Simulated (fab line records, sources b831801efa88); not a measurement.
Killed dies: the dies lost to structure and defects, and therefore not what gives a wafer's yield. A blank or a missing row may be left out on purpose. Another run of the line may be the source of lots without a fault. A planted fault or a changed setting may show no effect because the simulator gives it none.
fab line records	flow sky130
record: lots: 12	wafers: 36	last_day: 50
route steps=708 shown METAL1@440 VIA1@472 VIA2@520 PAD_OPEN@708
lots with no fault: from the same line, run without faults
start_h: hours from the record's opening day to when the first of the lot's shown wafers began	wait_h: hours since the lot's step before	" same as the row above	L1.1+2: one row covering several wafers at once	- value missing, or start not given	* or withheld: withheld	< > ~ a bound
route shown NAME@n: NAME is a module with steps in the file, n the number in the route of the first one	usual: mean/standard deviation of fault-free wafers	same: alike in all rows	chamber/n: place in a boat	sites: readings site by site	_std_site: standard deviation of those values	_edge_site: inner sites' mean taken away from outer sites' mean	radius_mm: for every site, how far away it sits from the centre of the wafer	mask NAME#n: copy n	behind: tool/chamber where the wafer was last shaped	hold: the reason the lot was held/the length of the hold in hours/how it ended	device: transistor that didn't switch, given as n, p or np	end of line: the route-end tests of the same wafers	where a step has no rows: the recipe by itself	killed: at the first sort, the dies lost to defects and structure; wafer yield is something else	map: a wafer's dies, x killed, . not, _ none there
set.NAME: setting as actually run; set.NAME@STEP: the setting as run at that earlier step	model.NAME: the simulator's own value behind a step, which no gauge read
route steps across a sampled set of lots; one table per step, one row per wafer
services: the hour from which a tool's chamber was out of use, counted from the record's first day as start_h (under 0 if before that day), plus the number of hours and why
== steps ==
step: SKY_METAL1_THK_MEAS_06
recipe: thk_meas_gauge: xrf	reads: AlCu_of_METAL1_SPUTTER_02
usual: METAL1_ALCU_THK: 240/4
lot.wafer	tool	chamber	start_h	wait_h	METAL1_ALCU_THK[nm]
L761.1	film_metro-04	-	726.95	0.1	237
L761.4	"	-	"	"	241
L761.6	"	-	"	"	240
L762.1	film_metro-04	-	729.71	0.1	233
L762.2	"	-	"	"	237
L762.5	"	-	"	"	241
L763.2	film_metro-03	-	748.98	0.1	244
L763.4	"	-	"	"	246
L763.5	"	-	"	"	243
L765.1	film_metro-04	-	763.71	0.1	245
L765.3	"	-	"	"	249
L765.5	"	-	"	"	246
L771.2	film_metro-01	-	813.43	0.1	232
L771.3	"	-	"	"	236
L771.6	"	-	"	"	230
L773.2	film_metro-03	-	836.66	0.1	236
L773.3	"	-	"	"	240
L773.4	"	-	"	"	239
L777.1	film_metro-04	-	874.26	0.1	243
L777.2	"	-	"	"	239
L777.5	"	-	"	"	244
L779.1	film_metro-04	-	903.47	0.1	243
L779.4	"	-	"	"	245
L779.6	"	-	"	"	244
L780.1	film_metro-01	-	903.64	0.1	238
L780.4	"	-	"	"	237
L780.6	"	-	"	"	235
L782.3	film_metro-01	-	903.97	0.1	239
L782.4	"	-	"	"	243
L782.5	"	-	"	"	240
L781.2	film_metro-04	-	904.97	0.1	239
L781.5	"	-	"	"	244
L781.6	"	-	"	"	241
L784.1	film_metro-01	-	906.17	0.1	237
L784.3	"	-	"	"	239
L784.6	"	-	"	"	238
step: SKY_METAL1_ETCH_18
recipe: chemistry: N2/H2	target: BARC	ion_energy_ev: 200	bias_w: 100	pressure_mtorr: 30	n2_flow_sccm: 100	h2_flow_sccm: 200	icp_w: 500	stop_on: SiO2	time_s: 45.9	target_depth_a: 600
usual: drypump_motor_current_A: 5.8/0.62	oes_product_au: 0.856/0.0049	throttle_valve_pct: 13.225/0.0097
lot.wafer	tool	chamber	start_h	wait_h	drypump_motor_current_A	oes_product_au	rf_hours_counter_h	throttle_valve_pct
L761.1	rie_metal-04	0	754.02	0.0	6.7	0.859	12	13.215
L761.4	"	1	"	"	5.8	0.857	-	13.231
L761.6	"	0	"	"	6.7	0.859	-	13.235
L762.1	rie_metal-04	0	756.67	0.0	6.7	0.855	12	13.242
L762.2	"	1	"	"	5.9	0.858	4	13.230
L762.5	"	0	"	"	6.7	0.847	-	13.222
L763.2	rie_metal-04	1	776.25	0.0	5.9	0.856	4	13.238
L763.4	"	0	"	"	6.7	0.856	-	13.221
L763.5	"	1	"	"	5.8	0.850	-	13.227
L765.1	rie_metal-04	0	791.02	0.0	6.7	0.854	14	13.222
L765.3	"	1	"	"	5.9	0.860	-	13.238
L765.5	"	1	"	"	5.9	0.857	-	13.215
L771.2	rie_metal-04	0	840.17	0.0	6.7	0.864	16	13.218
L771.3	"	1	"	"	5.8	0.854	-	13.234
L771.6	"	1	"	"	5.9	0.850	-	13.232
L773.2	rie_metal-04	0	862.87	0.0	6.7	0.852	17	13.238
L773.3	"	1	"	"	5.8	0.855	-	13.225
L773.4	"	0	"	"	6.7	0.855	-	13.225
L777.1	rie_metal-01	0	901.30	0.0	5.8	0.867	10	13.209
L777.2	"	1	"	"	5.0	0.865	11	13.224
L777.5	"	0	"	"	5.8	0.849	-	13.232
L779.1	rie_metal-04	1	928.03	0.0	5.9	0.859	11	13.227
L779.4	"	1	"	"	5.9	0.852	-	13.229
L779.6	"	0	"	"	6.7	0.859	-	13.223
L780.1	rie_metal-01	0	928.30	0.0	5.8	0.852	11	13.226
L780.4	"	0	"	"	5.8	0.861	-	13.235
L780.6	"	1	"	"	5.0	0.849	-	13.230
L782.3	rie_metal-03	1	928.40	0.0	5.4	0.860	-	13.231
L782.4	"	0	"	"	4.9	0.862	-	13.218
L782.5	"	1	"	"	5.4	0.847	-	13.227
L781.2	rie_metal-04	1	929.30	0.0	5.9	0.858	12	13.229
L781.5	"	1	"	"	5.8	0.845	-	13.221
L781.6	"	0	"	"	6.7	0.861	-	13.206
L784.1	rie_metal-01	1	930.52	0.0	5.0	0.858	12	13.223
L784.3	"	0	"	"	5.8	0.854	-	13.251
L784.6	"	0	"	"	5.8	0.852	-	13.240
step: SKY_VIA1_ETCH_14
recipe: chemistry: N2/H2	target: BARC	ion_energy_ev: 200	source_w: 500	bias_w: 100	pressure_mtorr: 30	n2_flow_sccm: 100	h2_flow_sccm: 200	stop_on: SiO2	time_s: 45.9	target_depth_a: 600
usual: drypump_motor_current_A: 5.72/0.24	oes_product_au: 0.855/0.005	throttle_valve_pct: 13.225/0.0086
lot.wafer	tool	chamber	start_h	wait_h	drypump_motor_current_A	oes_product_au	rf_hours_counter_h	throttle_valve_pct
L761.1	rie_diel-01	1	781.72	0.0	5.89	0.855	15	13.223
L761.4	"	2	"	"	5.94	0.856	19	13.224
L761.6	"	1	"	"	5.87	0.851	-	13.231
L762.1	rie_diel-03	3	785.28	0.0	5.89	0.852	8	13.231
L762.2	"	0	"	"	5.65	0.859	7	13.236
L762.5	"	1	"	"	5.86	0.855	-	13.237
L763.2	rie_diel-01	1	804.52	0.0	5.90	0.862	16	13.231
L763.4	"	3	"	"	5.21	0.860	2	13.223
L763.5	"	2	"	"	5.96	0.857	-	13.225
L765.1	rie_diel-01	2	818.98	0.0	5.97	0.855	19	13.235
L765.3	"	1	"	"	5.91	0.854	16	13.224
L765.5	"	2	"	"	5.95	0.848	-	13.233
L771.2	rie_diel-04	2	867.77	0.0	5.57	0.847	11	13.231
L771.3	"	1	"	"	5.48	0.859	14	13.219
L771.6	"	2	"	"	5.59	0.853	-	13.220
L773.2	rie_diel-04	0	891.32	0.0	5.99	0.861	17	13.215
L773.3	"	2	"	"	5.58	0.859	12	13.230
L773.4	"	1	"	"	5.49	0.855	15	13.224
L777.1	rie_diel-04	0	927.23	0.0	5.99	0.852	19	13.233
L777.2	"	2	"	"	5.59	0.863	13	13.224
L777.5	"	2	"	"	5.58	0.855	-	13.222
L779.1	rie_diel-01	1	954.32	0.0	5.88	0.856	20	13.226
L779.4	"	2	"	"	5.94	0.852	24	13.228
L779.6	"	0	"	"	6.03	0.852	-	13.225
L780.1	rie_diel-04	1	954.43	0.0	5.49	0.854	17	13.216
L780.4	"	3	"	"	5.81	0.858	0	13.228
L780.6	"	3	"	"	5.81	0.855	-	13.214
L782.3	rie_diel-03	0	954.49	0.0	5.61	0.847	11	13.242
L782.4	"	2	"	"	5.44	0.858	19	13.225
L782.5	"	2	"	"	5.43	0.866	-	13.231
L781.2	rie_diel-04	3	955.27	0.0	5.81	0.860	0	13.229
L781.5	"	2	"	"	5.59	0.852	-	13.223
L781.6	"	3	"	"	5.83	0.855	-	13.208
L784.1	rie_diel-01	0	956.53	0.0	5.94	0.850	4	13.226
L784.3	"	3	"	"	5.19	0.850	7	13.225
L784.6	"	2	"	"	5.94	0.857	-	13.217
step: SKY_VIA2_OVL_MEAS_13
usual: VIA2_OVL: -2/5.4
lot.wafer	tool	chamber	start_h	wait_h	VIA2_OVL[nm]
L761.1	overlay-01	-	838.25	0.1	-4
L761.4	"	-	"	"	4
L761.6	"	-	"	"	3
L762.1	overlay-01	-	841.79	0.1	-5
L762.2	"	-	"	"	5
L762.5	"	-	"	"	-1
L763.2	overlay-02	-	861.21	0.1	-6
L763.4	"	-	"	"	-1
L763.5	"	-	"	"	-5
L765.1	overlay-02	-	875.01	0.1	-1
L765.3	"	-	"	"	-9
L765.5	"	-	"	"	-13
L771.2	overlay-02	-	922.36	0.1	-5
L771.3	"	-	"	"	-7
L771.6	"	-	"	"	-3
L773.2	overlay-01	-	943.81	0.1	-3
L773.3	"	-	"	"	3
L773.4	"	-	"	"	-7
L777.1	overlay-01	-	978.29	0.1	-1
L777.2	"	-	"	"	-3
L777.5	"	-	"	"	-5
L779.1	overlay-02	-	1003.74	0.1	-4
L779.4	"	-	"	"	-8
L779.6	"	-	"	"	-4
L780.1	overlay-02	-	1004.10	0.1	-5
L780.4	"	-	"	"	-3
L780.6	"	-	"	"	-3
L782.3	overlay-01	-	1004.46	0.1	5
L782.4	"	-	"	"	13
L782.5	"	-	"	"	0
L781.2	overlay-02	-	1005.54	0.1	4
L781.5	"	-	"	"	1
L781.6	"	-	"	"	-8
L784.1	overlay-02	-	1007.04	0.1	4
L784.3	"	-	"	"	0
L784.6	"	-	"	"	3
step: SKY_PAD_OPEN_PROBE_99
usual: defect_limited_yield: 82.8/1.7	killed_at_M0_to_M3: 43/6.2	killed_at_M4_up: 2.8/1.7	killed_at_contacts: 24/4.8	killed_at_front_end: 15/4.3	killed_at_other: 0.3/0.55	killed_dies: 85/8.4	killed_open: 46/6.7	killed_short: 38/6.2	sort_bin_3_pad_short: 0.9/0.46	sort_bin_5_function: 10.2/1.3	sort_bin_6_memory: 6.1/0.9	sort_n_pass: 407/8.4	sort_yield_pct: 82.8/1.7
same: gross_dies: 492	killed_at_back_side: 0	sort_bin_4_leakage[%]: 0	sort_bin_8_speed[%]: 0
lot.wafer	tool	chamber	start_h	wait_h	defect_limited_yield[%]	killed_at_M0_to_M3	killed_at_M4_up	killed_at_contacts	killed_at_front_end	killed_at_other	killed_dies	killed_open	killed_short	sort_bin_3_pad_short[%]	sort_bin_5_function[%]	sort_bin_6_memory[%]	sort_n_pass	sort_yield_pct[%]
L771.2	prober-01	-	1131.65	0.1	73.6	91	4	24	10	1	130	32	46	4.1	15.0	7.3	362	73.6
L771.3	prober-01	-	1131.70	0.2	75.8	81	1	21	16	0	119	48	35	3.7	13.6	6.9	373	75.8
L771.6	prober-01	-	1131.85	0.2	79.5	60	2	20	19	0	101	38	30	2.8	12.8	4.9	391	79.5
L773.2	prober-02	-	1146.11	0.1	73.4	92	4	20	13	2	131	42	37	3.7	16.3	6.7	361	73.4
L773.3	prober-02	-	1146.16	0.2	75.2	81	2	26	12	1	122	51	33	2.2	15.2	7.3	370	75.2
L773.4	prober-02	-	1146.21	0.2	72.6	87	2	30	15	1	135	54	29	2.4	18.7	6.3	357	72.6
L777.1	prober-01	-	1171.89	0.1	81.3	54	4	22	12	0	92	56	36	0.4	10.8	7.5	400	81.3
L777.2	prober-01	-	1171.94	0.1	82.5	40	2	21	23	0	86	38	48	1.8	9.1	6.5	406	82.5
L777.5	prober-01	-	1172.09	0.2	78.7	50	3	27	25	0	105	56	49	1.2	12.6	7.5	387	78.7
L780.1	prober-01	-	1193.59	0.1	82.3	33	6	29	19	0	87	46	41	0.8	11.0	5.9	405	82.3
L780.4	prober-01	-	1193.74	0.2	84.1	47	1	18	12	0	78	51	27	0.4	9.6	5.9	414	84.1
L780.6	prober-01	-	1193.84	0.2	82.7	48	4	13	19	1	85	49	35	1.2	10.8	5.3	407	82.7
L779.1	prober-02	-	1194.37	0.1	82.7	35	7	31	12	0	85	49	36	0.6	11.2	5.5	407	82.7
L779.4	prober-02	-	1194.52	0.2	84.3	33	2	28	14	0	77	39	38	0.8	10.2	4.7	415	84.3
L779.6	prober-02	-	1194.62	0.2	86.0	35	2	19	13	0	69	43	26	0.2	8.5	5.3	423	86.0
L782.3	prober-01	-	1195.19	0.2	83.3	44	1	24	13	0	82	48	34	0.4	8.5	7.7	410	83.3
L782.4	prober-01	-	1195.24	0.2	84.8	40	1	18	16	0	75	41	34	0.4	9.8	5.1	417	84.8
L782.5	prober-01	-	1195.29	0.2	82.3	40	5	24	17	1	87	41	46	0.8	11.0	5.9	405	82.3
L781.2	prober-02	-	1195.92	0.1	85.2	39	2	19	13	0	73	30	42	0.6	8.9	5.3	419	85.2
L781.5	prober-02	-	1196.07	0.2	86.2	32	2	19	15	0	68	40	27	0.8	8.3	4.7	424	86.2
L781.6	prober-02	-	1196.12	0.2	80.1	53	2	26	17	0	98	49	48	1.4	11.0	7.5	394	80.1
L784.1	prober-01	-	1197.93	0.1	82.7	31	3	33	17	1	85	45	40	1.0	9.1	7.1	407	82.7
L784.3	prober-01	-	1198.03	0.2	80.7	50	1	28	16	0	95	50	45	0.8	11.8	6.7	397	80.7
L784.6	prober-01	-	1198.18	0.2	83.5	39	0	30	11	1	81	50	31	0.8	11.6	4.1	411	83.5
killed by level:class
L771.2 METAL1:unspecified=52 CONTACT:geometric_particle:open=9 METAL1:geometric_particle:short=7 VIA1:geometric_particle:open=7 CONTACT:geometric_particle:short=6 VIA1:geometric_particle:short=6 VIA2:geometric_particle:open=4 METAL4:geometric_particle:short=4
L771.3 METAL1:unspecified=35 VIA1:geometric_particle:open=10 CONTACT:geometric_particle:open=9 VIA2:geometric_particle:open=8 METAL1:geometric_particle:short=7 LI_CONTACT:geometric_particle:open=7 VIA3:geometric_particle:open=7 VIA1:geometric_particle:short=5
L771.6 METAL1:unspecified=33 CONTACT:geometric_particle:open=8 POLY_GATE:geometric_particle:open=5 VIA1:geometric_particle:short=5 VIA2:geometric_particle:open=5 FIELD_ISO:geometric_particle:open=4 FIELD_ISO:geometric_particle:short=4 POLY_GATE:geometric_particle:short=4
L773.2 METAL1:unspecified=51 VIA1:geometric_particle:open=12 POLY_GATE:geometric_particle:open=5 LI_CONTACT:geometric_particle:open=5 LOCAL_INTERCONNECT:geometric_particle:short=5 VIA1:geometric_particle:short=4 VIA2:geometric_particle:open=4 VIA3:geometric_particle:open=4
L773.3 METAL1:unspecified=37 CONTACT:geometric_particle:open=9 VIA2:geometric_particle:open=9 VIA3:geometric_particle:open=8 VIA1:geometric_particle:open=7 POLY_GATE:geometric_particle:short=6 LI_CONTACT:geometric_particle:open=5 LOCAL_INTERCONNECT:geometric_particle:open=4
L773.4 METAL1:unspecified=51 CONTACT:geometric_particle:open=12 VIA1:geometric_particle:open=11 LI_CONTACT:geometric_particle:open=9 FIELD_ISO:geometric_particle:open=6 VIA2:geometric_particle:open=5 METAL2:geometric_particle:short=5 FIELD_ISO:geometric_particle:short=4
L777.1 VIA1:geometric_particle:open=15 VIA3:geometric_particle:open=11 CONTACT:geometric_particle:open=8 VIA2:geometric_particle:open=8 LOCAL_INTERCONNECT:geometric_particle:short=5 METAL1:geometric_particle:short=4 VIA1:geometric_particle:short=4 METAL3:geometric_particle:short=4
L777.2 POLY_GATE:geometric_particle:short=7 LI_CONTACT:geometric_particle:open=7 VIA1:geometric_particle:open=6 METAL2:geometric_particle:short=6 METAL1:geometric_particle:short=5 SPACER:geometric_particle:open=5 VIA1:geometric_particle:short=5 VIA2:geometric_particle:short=5
L777.5 VIA1:geometric_particle:open=12 LI_CONTACT:geometric_particle:open=10 CONTACT:geometric_particle:open=9 POLY_GATE:geometric_particle:short=8 VIA2:geometric_particle:open=7 VIA2:geometric_particle:short=6 METAL2:geometric_particle:short=5 VIA3:geometric_particle:open=5
L780.1 LI_CONTACT:geometric_particle:open=10 CONTACT:geometric_particle:open=7 METAL1:geometric_particle:short=7 VIA3:geometric_particle:open=7 VIA1:geometric_particle:open=6 CONTACT:geometric_particle:short=5 METAL4:geometric_particle:short=5 FIELD_ISO:geometric_particle:open=4
L780.4 VIA1:geometric_particle:open=13 VIA3:geometric_particle:open=8 LI_CONTACT:geometric_particle:open=7 CONTACT:geometric_particle:open=6 VIA2:geometric_particle:open=5 POLY_GATE:geometric_particle:short=4 METAL1:geometric_particle:short=4 METAL1:geometric_particle:open=4
L780.6 VIA3:geometric_particle:open=10 VIA1:geometric_particle:open=7 VIA2:geometric_particle:open=5 CONTACT:geometric_particle:open=5 FIELD_ISO:geometric_particle:short=4 POLY_GATE:geometric_particle:short=4 LI_CONTACT:geometric_particle:open=4 VIA2:geometric_particle:short=4
L779.1 CONTACT:geometric_particle:open=10 VIA1:geometric_particle:open=9 CONTACT:geometric_particle:short=8 LI_CONTACT:geometric_particle:open=7 VIA2:geometric_particle:open=6 FIELD_ISO:geometric_particle:open=5 VIA2:geometric_particle:short=4 POLY_GATE:geometric_particle:open=3
L779.4 CONTACT:geometric_particle:open=10 VIA2:geometric_particle:open=8 VIA1:geometric_particle:open=7 CONTACT:geometric_particle:short=6 LOCAL_INTERCONNECT:geometric_particle:short=5 LI_CONTACT:geometric_particle:short=4 METAL1:geometric_particle:short=4 METAL2:geometric_particle:short=4
L779.6 CONTACT:geometric_particle:open=10 VIA1:geometric_particle:open=7 LI_CONTACT:geometric_particle:open=6 VIA3:geometric_particle:open=6 METAL1:geometric_particle:short=5 VIA1:geometric_particle:short=4 VIA2:geometric_particle:open=4 METAL2:geometric_particle:short=4
L782.3 LI_CONTACT:geometric_particle:open=11 VIA2:geometric_particle:open=8 VIA3:geometric_particle:open=8 POLY_GATE:geometric_particle:open=6 VIA1:geometric_particle:open=6 CONTACT:geometric_particle:open=5 METAL1:geometric_particle:short=5 METAL3:geometric_particle:short=5
L782.4 VIA1:geometric_particle:open=11 VIA3:geometric_particle:open=7 POLY_GATE:geometric_particle:open=5 LOCAL_INTERCONNECT:geometric_particle:short=5 VIA2:geometric_particle:open=5 METAL1:geometric_particle:short=4 FIELD_ISO:geometric_particle:open=3 SPACER:geometric_particle:short=3
L782.5 VIA1:geometric_particle:open=9 METAL1:geometric_particle:short=8 LI_CONTACT:geometric_particle:open=7 VIA3:geometric_particle:open=7 LOCAL_INTERCONNECT:geometric_particle:short=6 METAL3:geometric_particle:short=5 CONTACT:geometric_particle:open=4 METAL4:geometric_particle:short=4
L781.2 VIA1:geometric_particle:open=9 LOCAL_INTERCONNECT:geometric_particle:short=8 VIA3:geometric_particle:open=6 POLY_GATE:geometric_particle:short=5 VIA1:geometric_particle:short=5 CONTACT:geometric_particle:open=4 METAL1:geometric_particle:short=4 METAL2:geometric_particle:short=4
L781.5 VIA1:geometric_particle:open=8 LI_CONTACT:geometric_particle:open=7 CONTACT:geometric_particle:open=7 METAL1:geometric_particle:short=7 FIELD_ISO:geometric_particle:open=6 VIA2:geometric_particle:open=6 VIA3:geometric_particle:short=3 POLY_GATE:geometric_particle:short=2
L781.6 VIA1:geometric_particle:open=15 VIA1:geometric_particle:short=9 LI_CONTACT:geometric_particle:open=8 CONTACT:geometric_particle:open=8 METAL2:geometric_particle:short=6 METAL1:geometric_particle:short=5 FIELD_ISO:geometric_particle:open=4 LOCAL_INTERCONNECT:geometric_particle:short=4
L784.1 LI_CONTACT:geometric_particle:open=9 CONTACT:geometric_particle:open=8 VIA1:geometric_particle:short=5 POLY_GATE:geometric_particle:open=5 CONTACT:geometric_particle:short=5 METAL1:geometric_particle:short=5 VIA1:geometric_particle:open=5 POLY_GATE:geometric_particle:short=4
L784.3 LI_CONTACT:geometric_particle:open=10 VIA1:geometric_particle:open=9 POLY_GATE:geometric_particle:open=8 METAL1:geometric_particle:short=8 VIA1:geometric_particle:short=8 CONTACT:geometric_particle:short=7 CONTACT:geometric_particle:open=5 METAL2:geometric_particle:short=5
L784.6 CONTACT:geometric_particle:open=14 VIA1:geometric_particle:open=11 LI_CONTACT:geometric_particle:open=7 VIA3:geometric_particle:open=7 FIELD_ISO:geometric_particle:short=6 VIA2:geometric_particle:open=5 LOCAL_INTERCONNECT:geometric_particle:short=4 METAL1:geometric_particle:short=4
== services ==
tool	chamber	start_h	hours	kind
rie_diel-04	2	733.94	4.7	repair
rie_diel-03	3	736.24	5.7	repair
rie_diel-03	0	736.48	1.4	repair
rie_metal-03	0	737.20	2.4	repair
rie_diel-01	-	791.66	0.1	repair
rie_metal-04	0	797.86	1.9	repair
rie_metal-01	-	810.45	2.8	pm
rie_diel-01	1	815.86	2.4	repair
rie_metal-01	1	820.07	18.4	repair
rie_diel-01	0	820.78	-	clean
rie_diel-01	0	820.78	13.6	scheduled_down
rie_diel-01	0	820.78	13.6	vent_cycle
rie_metal-03	-	826.90	15.6	pm
rie_diel-04	2	831.20	14.3	repair
rie_diel-03	1	869.69	19.0	repair
rie_metal-04	0	902.08	-	clean
rie_metal-04	0	902.08	16.8	scheduled_down
rie_metal-04	0	902.08	16.8	vent_cycle
rie_diel-04	3	926.89	-	clean
rie_diel-04	3	926.89	19.7	scheduled_down
rie_diel-04	3	926.89	19.7	vent_cycle
rie_metal-04	-	936.96	0.4	repair
rie_diel-01	2	942.90	8.1	repair
== key ==
first_sign: step: SKY_PAD_OPEN_PROBE_99	reading: killed_at_M0_to_M3	direction: up	sigmas: 6.3	usual: 43	struck: 82
effect: step: SKY_PAD_OPEN_PROBE_99	reading: sort_bin_3_pad_short	direction: up	sigmas: 4.9	usual: 0.9	struck: 3.2
met_at SKY_METAL1_ETCH_18
struck_lots L771,L773
not_acting_at SKY_METAL1_THK_MEAS_06,SKY_VIA1_ETCH_14,SKY_VIA2_OVL_MEAS_13
onset_between 791.02 840.17
fault: kind: chamber_particle_source	tool: rie_metal-04	chamber: -	onset_h: 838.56	steps: SKY_METAL1_ETCH_18	rate_per_visit_cm2: 0.9406	end_h: 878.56
